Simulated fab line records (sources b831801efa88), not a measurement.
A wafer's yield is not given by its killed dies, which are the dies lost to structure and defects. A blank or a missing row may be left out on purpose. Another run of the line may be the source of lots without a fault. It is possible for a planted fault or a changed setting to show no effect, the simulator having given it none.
Which tool was responsible?    flow sky130    12 lots with 36 wafers sampled at 4 steps, on a route of 708 steps

WHAT EACH GAUGE READ, for each wafer
SKY_SD_P_OVL_MEAS_08. Usual: SD_P_OVL gives -1.2 nm (standard deviation 1.6).
lot   measured      on          SD_P_OVL (nm)   flag
L193  day 25 04:48  overlay-02  -2.2 -2.5 -2.7  
L194  day 26 02:26  overlay-01  1.4 -0.8 -0.5   
L195  day 26 02:43  overlay-01  -0.9 -0.2 -0.3  
L196  day 26 20:04  overlay-01  -4.0 -3.0 -4.6  
L197  day 26 21:16  overlay-01  -0.5 -1.6 0.1   
L198  day 27 14:19  overlay-01  1.2 2.0 1.2     
L199  day 27 16:50  overlay-01  1.0 -0.4 -0.2   
L200  day 28 00:58  overlay-02  -1.7 -1.7 -3.7  
L206  day 30 01:30  overlay-02  68.8 68.4 69.3  OFF
L210  day 31 12:21  overlay-01  72.1 68.9 70.2  OFF
L214  day 32 09:44  overlay-02  -1.1 -2.8 -2.1  
L216  day 33 06:22  overlay-02  -2.4 -0.2 -2.6  

SKY_LI_CONTACT_THK_MEAS_01. Usual: LI_CONTACT_HDPCVD_THK gives 930 nm (standard deviation 12).
lot   measured      on            LI_CONTACT_HDPCVD_THK (nm)  flag
L193  day 27 15:51  filmMetro-01  943 938 949                 
L194  day 28 11:52  filmMetro-01  896 922 938                 
L195  day 28 12:56  filmMetro-01  924 905 903                 
L196  day 29 06:12  filmMetro-03  927 931 923                 
L197  day 29 07:26  filmMetro-01  918 929 940                 
L198  day 30 00:02  filmMetro-03  944 920 944                 
L199  day 30 02:23  filmMetro-01  932 927 914                 
L200  day 30 09:37  filmMetro-01  930 931 938                 
L206  day 32 07:53  filmMetro-02  928 935 947                 
L210  day 33 18:04  filmMetro-01  917 942 907                 
L214  day 34 15:47  filmMetro-03  943 902 924                 
L216  day 35 13:05  filmMetro-01  938 945 908                 

WHAT TOOL EACH LOT RAN ON (gives the tool, then ch and the chambers of the sampled wafers, and finally the start)
lot   SKY_POLY_CUT_ETCH_10               SKY_SD_P_EXPOSE_04
L193  rieDiel-01 ch 0,3, day 23 22:56    ilineStepper-02 ch 0, day 24 14:38
L194  rieDiel-02 ch 0,1,2, day 24 20:13  ilineStepper-02 ch 0, day 25 11:41
L195  rieDiel-01 ch 1,2, day 24 20:35    ilineStepper-02 ch 0, day 25 11:55
L196  rieDiel-01 ch 0,1,3, day 25 15:16  ilineStepper-02 ch 0, day 26 06:04
L197  rieDiel-03 ch 0,3, day 25 16:17    ilineStepper-02 ch 0, day 26 07:28
L198  rieDiel-03 ch 0,1,3, day 26 10:19  ilineStepper-01 ch 0, day 27 00:02
L199  rieDiel-01 ch 1,3, day 26 13:04    ilineStepper-02 ch 0, day 27 02:40
L200  rieDiel-03 ch 0,2,3, day 26 21:05  ilineStepper-02 ch 0, day 27 11:26
L206  rieDiel-03 ch 1,2,3, day 28 21:16  ilineStepper-02 ch 0, day 29 11:37
L210  rieDiel-02 ch 0,1,2, day 30 09:37  ilineStepper-02 ch 0, day 30 22:41
L214  rieDiel-01 ch 0,1,3, day 31 07:08  ilineStepper-01 ch 0, day 31 20:31
L216  rieDiel-03 ch 2,3, day 32 03:25    ilineStepper-01 ch 0, day 32 17:35
- SKY_POLY_CUT_ETCH_10: etches BARC in N2/H2, stops on SiO2, time 45.9 s, target depth 60 nm.
- SKY_SD_P_EXPOSE_04: exposes mask PSDM, target cd 380 nm.

WHAT THE TOOLS THEMSELVES READ (means of the sampled wafers that have a number; where no wafer has one, the mark that the record gives instead)
SKY_POLY_CUT_ETCH_10. Usual: drypumpMotorCurrentA 5.6 A, standard deviation 0.39; oesProductAu 0.855 a.u., standard deviation 0.0052; rfFwdPowerW 494.6 W, standard deviation 2.4; throttleValvePct 13.225 %, standard deviation 0.0095.
lot   tool        drypumpMotorCurrentA (A)  oesProductAu (a.u.)  rfFwdPowerW (W)  throttleValvePct (%)  flag
L193  rieDiel-01  5.6                       0.855                495.1            13.213                
L194  rieDiel-02  6.3                       0.854                494.2            13.218                
L195  rieDiel-01  5.5                       0.860                494.7            13.233                
L196  rieDiel-01  5.6                       0.856                495.7            13.228                
L197  rieDiel-03  5.8                       0.855                495.6            13.225                
L198  rieDiel-03  5.5                       0.852                494.6            13.227                
L199  rieDiel-01  5.6                       0.855                497.2            13.219                
L200  rieDiel-03  5.6                       0.860                494.4            13.232                
L206  rieDiel-03  5.3                       0.859                494.6            13.232                
L210  rieDiel-02  6.3                       0.853                493.0            13.226                
L214  rieDiel-01  5.6                       0.852                495.0            13.225                
L216  rieDiel-03  5.5                       0.849                492.2            13.229                

THE ANSWER, worked out from the rows above alone
Rule: a lot is off if the mean of its wafers that have a number lies more than 3 standard deviations from the usual mean. A lot without any number at a reading at which 4 lots or more have one is off too. The other lots that the step has rows for count as sound. After the gauges, taken in route order, come the tools' own readings; for these a lot's mean is taken, as printed above. At the first step where some lot is off, the reading lying furthest off is the one used; lots without a number count as furthest.
Off: at SKY_SD_P_OVL_MEAS_08 (SD_P_OVL), L206, L210.
If a tool, at a process step before that reading, ran all the lots that are off and no sound lot after the first of them, it fits. The gauges at SKY_SD_P_OVL_MEAS_08 are tried like those tools. One fits: SKY_SD_P_EXPOSE_04 on ilineStepper-02. A fault onset in the window from L200 (day 27 11:26, its last sound lot) to L206 (day 29 11:37, its first lot off) fits.

WHAT THE SIMULATOR HAD INSERTED
Scanner matching overlay: ilineStepper-02, from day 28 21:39 on, at SKY_SD_P_EXPOSE_04. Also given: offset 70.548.
Struck lots among those shown: L206, L210. The rule above found the same.
